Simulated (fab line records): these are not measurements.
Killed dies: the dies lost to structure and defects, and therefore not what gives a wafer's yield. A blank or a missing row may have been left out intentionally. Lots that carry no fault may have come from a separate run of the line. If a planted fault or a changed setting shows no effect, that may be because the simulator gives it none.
The tool behind it: which one? | flow sky130 | 18 wafers from 6 lots sampled at 3 of the route's 708 steps

== WHAT THE GAUGES READ, wafer by wafer ==
SKY_NWELL_TW_MEAS_15.
lot  | measured     | on           | NWELL_TW
L432 | day 4 21:08  | filmMetro-03 | 1820 1832 1822
L435 | day 5 13:37  | filmMetro-04 | 1827 1833 1820
L442 | day 7 05:30  | filmMetro-04 | 1541 1530 1544
L448 | day 8 16:41  | filmMetro-02 | 1789 1788 1782
L451 | day 9 10:20  | filmMetro-04 | 1836 1838 1822
L454 | day 10 04:30 | filmMetro-03 | 1827 1823 1819

== WHICH TOOL RAN EACH LOT (tool, then ch and the chambers of the sampled wafers, then the start) ==
lot  | SKY_FIELD_ISO_STRIP_16             | SKY_NWELL_IMPLANT_11
L432 | plasmaAsher-02 ch 0,1, day 2 07:35 | implanter-02 ch 0, day 4 20:35
L435 | plasmaAsher-03 ch 0,1, day 3 02:57 | implanter-02 ch 0, day 5 13:05
L442 | plasmaAsher-02 ch 1, day 4 14:29   | implanter-03 ch 0, day 7 04:58
L448 | plasmaAsher-03 ch 0,1, day 5 20:35 | implanter-02 ch 0, day 8 16:08
L451 | plasmaAsher-02 ch 0,1, day 6 13:16 | implanter-04 ch 0, day 9 09:49
L454 | plasmaAsher-03 ch 1, day 7 04:46   | implanter-04 ch 0, day 10 03:58
- SKY_FIELD_ISO_STRIP_16: strips in O2/N2.
- SKY_NWELL_IMPLANT_11

== THE ANSWER, worked out from the rows above alone ==
Rule: usual is defined by the lots themselves. Put in order of their means at a reading, lots are off if they are a third of the lots or fewer, leave a main group of 4 or more, and stand apart from it by a gap of 3 or more times the standard deviation of the main group's means; of several such gaps the widest counts. If all means in a main group match to the digits the tables above print for the reading, that group is not used. Also off: a lot with no number at a reading for which 4 or more lots have one. The other lots that the step has rows for count as sound.
Off: L442, at SKY_NWELL_TW_MEAS_15 (NWELL_TW). Main group: mean 1819, sd 16.
A tool fits if, at a process step before that reading, it ran every lot that is off, and no sound lot after the first of them. Gauges at SKY_NWELL_TW_MEAS_15: tried the same way as those tools. One fits: implanter-03 at SKY_NWELL_IMPLANT_11. It ran no sound lot before its first lot that is off in this sample, so the start can't be narrowed down.

== WHAT WAS PUT IN BY THE SIMULATOR ==
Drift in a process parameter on implanter-03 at SKY_NWELL_IMPLANT_11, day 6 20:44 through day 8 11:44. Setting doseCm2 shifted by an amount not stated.
Struck lots among those shown: L442. Same finding as the rule above.
